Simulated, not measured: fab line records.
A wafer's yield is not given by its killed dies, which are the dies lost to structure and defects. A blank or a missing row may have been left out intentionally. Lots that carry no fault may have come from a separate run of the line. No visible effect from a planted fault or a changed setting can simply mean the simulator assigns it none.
A struck lot beside a sound one :: flow sky130 :: 43 steps out of a route of 708
Sound: these wafers, L619.1, L619.4, L619.6. The struck wafers were L633.2, L633.4, L633.6. Last of all comes the cause.
For every step that has rows: the tool of each side, followed by ch and its chambers, followed by its first start. Under that, the readings that differ: sound wafers :: struck wafers :: difference of the means :: sigmas: that difference in standard deviations of wafers without a fault.
alike: words and numbers the same on both sides, and readings whose means are apart by under 2 such deviations; not compared: readings that were withheld, readings missing a value for some wafer, numbers with overlapping values and no deviation given by the record, and bounds like >300 which may hide the same value.
The two part at a step that has a row with sigmas, a row that says differs or no value, or rows on one side only. Numbers that have no deviation but don't overlap get no sigmas and don't part them. Lack of a reading on every wafer of one side parts them only where that side has two or more wafers.

first, 6 steps without rows for these wafers: SKY_LOCAL_INTERCONNECT_COAT_05 (resist thk 60 nm); SKY_LOCAL_INTERCONNECT_COAT_06 (resist thk 450 nm); SKY_LOCAL_INTERCONNECT_SOFTBAKE_07 (time 90 s); SKY_LOCAL_INTERCONNECT_EXPOSE_08 (exposes mask LI1M, target cd 170 nm); SKY_LOCAL_INTERCONNECT_PEB_09; SKY_LOCAL_INTERCONNECT_DEVELOP_10 (develop time 60 s).
SKY_LOCAL_INTERCONNECT_CD_MEAS_11: the cd target is 170 nm.
  sound on cd-sem-01 at day 31 14:52; struck on cd-sem-02 at day 36 13:59
  alike: cd-nm
SKY_LOCAL_INTERCONNECT_OVL_MEAS_12:
  sound on overlay-01 at day 31 14:59; struck on overlay-01 at day 36 14:05
  alike: LOCAL_INTERCONNECT_OVL
SKY_LOCAL_INTERCONNECT_ETCH_13: etches BARC in N2/H2, stops on SiO2, time 45.9 s, target depth 60 nm.
  sound on rie-metal-03 ch 0,1, day 31 15:01; struck on rie-metal-02 ch 1, day 36 14:07
  alike: drypump-motor-current-A, he-backside-leak-sccm, n2-flow-sccm, oes-product-au, throttle-valve-pct
  not compared: rf-hours-counter-h
SKY_LOCAL_INTERCONNECT_METAL_ETCH_14: etches TiN in Cl2/BCl3, stops on PSG, target depth 110 nm, time 31.4 s.
  sound on rie-metal-03 ch 0,1, day 31 15:05; struck on rie-metal-02 ch 1, day 36 14:11
reading: oes-product-au (a.u.)
sound: 0.970 0.953 0.958
struck: 0.938 0.944 0.942
difference: -0.019
sigmas: -3
  alike: drypump-motor-current-A, he-backside-leak-sccm, mfc-cl2-sccm, throttle-valve-pct
  not compared: rf-hours-counter-h
SKY_LOCAL_INTERCONNECT_STRIP_15: strips in O2/N2.
  sound on plasma-asher-04 ch 0,1, day 31 15:08; struck on plasma-asher-01 ch 0, day 36 14:14
reading: drypump-motor-current-A (A)
sound: 5.3 5.3 5.7
struck: 6.3 6.3 6.3
difference: +0.9
sigmas: +2
  alike: n2-flow-sccm, oes-product-au, strip-time-to-endpoint-s
  not compared: rf-hours-counter-h
then, 1 step without rows for these wafers: SKY_LOCAL_INTERCONNECT_STRIP_16 (strips in post etch residue remover, time 1200 s).
SKY_LOCAL_INTERCONNECT_CLEAN_17: cleans in IPA, time 180 s.
  sound on wet-bench-02 ch 0, day 31 15:37; struck on wet-bench-03 ch 0, day 36 14:41
then, 2 steps without rows for these wafers: SKY_LOCAL_INTERCONNECT_CLEAN_18 (cleans in O3/DIW); SKY_CONTACT_CVD_00 (deposits Si3N4, target thk 75 nm).
SKY_CONTACT_THK_MEAS_01:
  sound on film-metro-03 at day 31 16:04; struck on film-metro-03 at day 36 14:52
  alike: CONTACT_CVD_00_THK
then, 1 step without rows for these wafers: SKY_CONTACT_HDPCVD_02 (deposits SiO2, target thk 565 nm, time 94.2 s).
SKY_CONTACT_THK_MEAS_03:
  sound on film-metro-04 at day 31 16:12; struck on film-metro-03 at day 36 15:00
  alike: CONTACT_HDPCVD_THK
then, 1 step without rows for these wafers: SKY_CONTACT_CMP_04 (polishes SiO2).
SKY_CONTACT_BOW_MEAS_05:
  sound on film-metro-04 at day 31 16:34; struck on film-metro-01 at day 36 15:37
  alike: CONTACT_BOW
then, 8 steps without rows for these wafers: SKY_CONTACT_DEHYDRATE_06 (time 60 s); SKY_CONTACT_HMDS_07 (prime time 60 s); SKY_CONTACT_COAT_08 (resist thk 60 nm); SKY_CONTACT_COAT_09 (resist thk 450 nm); SKY_CONTACT_SOFTBAKE_10 (time 90 s); SKY_CONTACT_EXPOSE_11 (exposes mask CTM1, target cd 170 nm); SKY_CONTACT_PEB_12; SKY_CONTACT_DEVELOP_13 (develop time 60 s).
SKY_CONTACT_CD_MEAS_14: the cd target is 170 nm.
  sound on cd-sem-01 at day 32 20:01; struck on cd-sem-02 at day 37 17:10
  alike: cd-nm
SKY_CONTACT_OVL_MEAS_15:
  sound on overlay-01 at day 32 20:08; struck on overlay-02 at day 37 17:16
  alike: CONTACT_OVL
SKY_CONTACT_ETCH_16: etches BARC in N2/H2, stops on SiO2, time 45.9 s, target depth 60 nm.
  sound on rie-diel-02 ch 2,3, day 32 20:10; struck on rie-diel-01 ch 1,3, day 37 17:18
reading: n2-flow-sccm (sccm)
sound: 100.5 100.0 100.2
struck: 99.5 100.0 99.2
difference: -0.7
sigmas: -2
  alike: drypump-motor-current-A, oes-product-au, throttle-valve-pct
  not compared: rf-hours-counter-h
then, 6 steps without rows for these wafers: SKY_CONTACT_ETCH_17 (etches SiO2 in C4F8/O2/Ar, stops on Si3N4, target depth 340 nm); SKY_CONTACT_ETCH_18 (etches Si3N4 in CHF3/O2, stops on TiN, time 39 s, target depth 75 nm); SKY_CONTACT_STRIP_19 (strips in O2/N2); SKY_CONTACT_STRIP_20 (strips in post etch residue remover, time 1200 s); SKY_CONTACT_CLEAN_21 (cleans in IPA, time 180 s); SKY_CONTACT_CLEAN_22 (cleans in O3/DIW).
SKY_CONTACT_SPUTTER_23: material TiN, target thk 20 nm, time 80 s.
  sound on pvd-sputter-02 at day 32 20:54; struck on pvd-sputter-02 at day 37 18:02
  alike: throttle-valve-pct
then, 1 step without rows for these wafers: SKY_CONTACT_CVD_24 (deposits W, target thk 340 nm, time 102.12 s).
SKY_CONTACT_RS_MEAS_25: the measuring method here is four-point-probe.
  sound on film-metro-03 at day 32 21:04; struck on film-metro-03 at day 37 18:13
  alike: CONTACT_W_RS
SKY_CONTACT_THK_MEAS_26: measures by xrf.
  sound on film-metro-03 at day 32 21:11; struck on film-metro-03 at day 37 18:20
  alike: CONTACT_W_THK
then, 1 step without rows for these wafers: SKY_CONTACT_CMP_27 (polishes, stops on SiO2, t overpolish 15 s, target thk 0 nm).
-- the record jumps here: 13 days lie between the struck wafers' starts before and after (it left off in module CONTACT and takes up again in module PAD_OPEN, whose first step shown is number 708 of the route) --
SKY_PAD_OPEN_PROBE_99:
  sound on prober-01 at day 46 19:30; struck on prober-02 at day 50 09:57
reading: killed-at-contacts
sound: 19 20 23
struck: 60 56 53
difference: +36
sigmas: +7

reading: killed-dies
sound: 73 83 99
struck: 123 117 108
difference: +31
sigmas: +3
  alike: killed_at_M0_to_M3, killed_at_M4_up, killed-at-front-end, killed-at-other, killed-open, killed-short

== WHERE THEY PART ==
At SKY_LOCAL_INTERCONNECT_METAL_ETCH_14 first; at SKY_PAD_OPEN_PROBE_99 last (within this record only).

WHY: what had been put in by the simulator
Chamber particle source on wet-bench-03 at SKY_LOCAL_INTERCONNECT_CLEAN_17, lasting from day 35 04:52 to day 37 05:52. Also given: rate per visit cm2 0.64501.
